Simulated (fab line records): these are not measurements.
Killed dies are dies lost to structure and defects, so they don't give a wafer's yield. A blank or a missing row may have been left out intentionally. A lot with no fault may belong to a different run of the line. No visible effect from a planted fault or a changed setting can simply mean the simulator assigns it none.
The same fault as seen by 2 desks || flow gf180mcu || only its own numbers are on each desk; what lay behind them is given at the end

AT THE METROLOGY DESK
What the gauges read, lot by lot, whatever tool the lot ran on: means of the sampled wafers that have a number. The brackets show how far a lot's mean lies from the usual mean; more than 4 standard deviations puts the lot out of limits, marked OUT.
Columns: A = M1_ALCU_RS at GF_M1_RS_MEAS_05, usual 0.0697 ohm/sq; B = V1_CVD_00_THK at GF_V1_THK_MEAS_01, usual 604 nm; C = V1_CVD_02_THK at GF_V1_THK_MEAS_03, usual 855 nm
{"lot": "L697", "first seen here": "day 16 23:01", "A": 0.0690, "B": 604, "C": 851}
{"lot": "L698", "first seen here": "day 17 08:41", "A": 0.0695, "B": 606, "C": 851}
{"lot": "L699", "first seen here": "day 17 18:31", "A": 0.0710, "B": 618, "C": 849}
{"lot": "L700", "first seen here": "day 18 10:56", "A": 0.0684, "B": 602, "C": 852}
{"lot": "L703", "first seen here": "day 19 16:23", "A": 0.0698, "B": 607, "C": 860}
{"lot": "L706", "first seen here": "day 20 18:55", "A": 0.0700, "B": 602, "C": 887}
{"lot": "L707", "first seen here": "day 21 04:58", "A": 0.0695, "B": 609, "C": 870}
{"lot": "L708", "first seen here": "day 21 18:12", "A": 0.0685, "B": 600, "C": 849}
{"lot": "L714", "first seen here": "day 23 07:46", "A": 0.0706, "B": 604, "C": 871}
{"lot": "L715", "first seen here": "day 23 17:44", "A": 0.0695, "B": 601, "C": 857}
{"lot": "L716", "first seen here": "day 24 07:51", "A": 0.0699, "B": 604, "C": 863}
This desk found nothing out of limits on any of the 11 lots.

THE TOOL OWNER'S DESK: pecvd-04
The tool's own readings at GF_V1_CVD_02 (deposits SiO2 from TEOS, target thk 850 nm, time 94.851 s): means of the sampled wafers that have a number, for each lot that ran on this tool. The brackets show how far a lot's mean lies from the usual mean; more than 4 standard deviations puts the lot out of limits, marked OUT.
Columns: A = heater power w at GF_V1_CVD_02, usual 598 W; B = rf fwd power W at GF_V1_CVD_02, usual 596.6 W
{"lot": "L697", "first seen here": "day 17 23:04", "A": 668, "B": 596.4}
{"lot": "L698", "first seen here": "day 18 08:13", "A": 677, "B": 596.6}
{"lot": "L699", "first seen here": "day 18 18:56", "A": 692, "B": 597.3}
{"lot": "L706", "first seen here": "day 21 19:26", "A": 633, "B": "677.2 (+42) OUT"}
{"lot": "L707", "first seen here": "day 22 05:46", "A": 565, "B": "676.6 (+42) OUT"}
This desk's finding: out of limits on L706, L707; first on L706, day 21 19:26 (rf fwd power W at GF_V1_CVD_02). Within limits: L697, L698, L699.

BROUGHT TOGETHER
At day 21 19:26, on L706, L707, the tool owner's desk was in a position to raise an alarm.
Metrology desk: nothing out of limits seen.
The metrology desk holds a record of L706, L707, inside its limits.
The lots listed all ran GF_V1_CVD_02 on pecvd-04.

WHAT WAS PUT IN BY THE SIMULATOR
pecvd-04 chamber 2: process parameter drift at GF_V1_CVD_02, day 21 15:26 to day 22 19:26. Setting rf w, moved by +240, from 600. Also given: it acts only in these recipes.
Shown lots that were struck: L706, L707.
Each desk's first reading out of limits, in hours after the fault started: the tool owner's desk, 4.
